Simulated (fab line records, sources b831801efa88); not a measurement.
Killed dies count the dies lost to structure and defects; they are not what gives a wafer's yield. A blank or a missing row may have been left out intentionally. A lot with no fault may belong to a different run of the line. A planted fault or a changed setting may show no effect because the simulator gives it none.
Matching of chambers	flow sky130	SKY_FIELD_ISO_CMP_27 on cmp-01: 4 sister chambers
The step polishes, stops on Si3N4, t overpolish 16 s, target thk 457.8 nm. 15 wafers are shown with their chamber, then 7 later ones without.

## WAFERS WITH THEIR CHAMBER
wafer	chamber	motor current A (A)	time to endpoint s (s)
L902.1	0	9.7	117
L902.5	2	11.1	114
L902.6	1	12.7	118
L905.2	1	12.6	117
L905.5	1	12.5	116
L905.6	0	9.2	113
L906.1	1	13.1	111
L906.2	0	9.7	111
L906.6	0	9.9	113
L907.1	3	11.2	115
L907.5	2	11.0	112
L907.6	3	10.5	112
L909.3	3	10.6	114
L909.4	2	11.3	114
L909.5	1	13.2	115

SIGNATURES (means of the wafers above)
reading	chamber 0	chamber 1	chamber 2	chamber 3	scatter within a chamber
motor current A	9.625	12.820	11.133	10.767	0.3
time to endpoint s	113.50	115.40	113.33	113.67	2.25
Rule: a wafer's distance from a chamber is the root of the sum, over the readings, of the square of ((its reading less the chamber's mean) divided by the reading's scatter). The wafer belongs to the nearest chamber; if the next one is less than 2 further off, it can't be placed. The scatter: take each reading less its chamber's mean, square it, sum over the shown wafers, divide by the number of wafers less the number of chambers, and take the root.

## WAFERS MISSING THEIR CHAMBER
wafer	motor current A (A)	time to endpoint s (s)
L912.1	10.5	113
L912.2	12.6	109
L912.3	9.4	116
L916.2	11.0	116
L916.5	11.5	118
L919.5	10.6	116
L919.6	13.4	121

## CHAMBER TAKEN BY EACH
wafer	from the rows above	in truth
L912.1	can't be placed: 3 or 2 or 0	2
L912.2	1	1
L912.3	0	0
L916.2	can't be placed: 2 or 3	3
L916.5	can't be placed: 2 or 3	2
L919.5	can't be placed: 3 or 2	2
L919.6	1	1
3 of 7 placed correctly. Cannot be placed on the basis of these rows: 4; the candidates contain the true chamber in 4. 0 placed wrongly.
